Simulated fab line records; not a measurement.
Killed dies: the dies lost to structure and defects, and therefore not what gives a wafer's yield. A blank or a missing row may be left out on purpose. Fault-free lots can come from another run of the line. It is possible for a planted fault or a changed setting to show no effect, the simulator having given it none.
Chamber matching | flow gf180mcu | 3 sister chambers for GF_PSD_CLEAN_12 on wet bench-03
The step cleans in SC1/SC2, time 150 s. 3 wafers are shown with their chamber, then 7 later ones without.

== EACH WAFER AND ITS CHAMBER ==
wafer  | chamber | run length s (s)
L133.6 | 0       | 185
L136.6 | 1       | 177
L138.5 | 3       | 178

== WAFERS WITHOUT THEIR CHAMBER ==
wafer  | run length s (s)
L138.6 | 178
L140.2 | 176
L140.3 | 176
L140.6 | 176
L143.1 | 183
L143.5 | 183
L143.6 | 183

== EACH ONE'S CHAMBER ==
wafer  | from the rows above     | in truth
L138.6 | can't be placed: 3 or 1 | 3
L140.2 | can't be placed: 1 or 3 | 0
L140.3 | can't be placed: 1 or 3 | 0
L140.6 | can't be placed: 1 or 3 | 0
L143.1 | 0                       | 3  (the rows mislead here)
L143.5 | 0                       | 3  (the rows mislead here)
L143.6 | 0                       | 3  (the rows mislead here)
Correct placement for 0 of the 7. Not placeable from these rows: 4 (in 1, the candidates include the true chamber). Number placed wrongly: 3.
How it was worked out, from the rows above alone: a wafer's distance from a chamber is the root of the sum, over the readings, of the square of ((its reading less the chamber's mean) divided by the reading's scatter). If the next closest chamber is less than 2 further off than the closest, the wafer can't be placed; otherwise it belongs to the closest. The mean given for a chamber averages the wafers shown for that chamber. The scatter: root of mean squared gap, hidden wafer to nearest shown wafer, with one shown wafer a chamber.
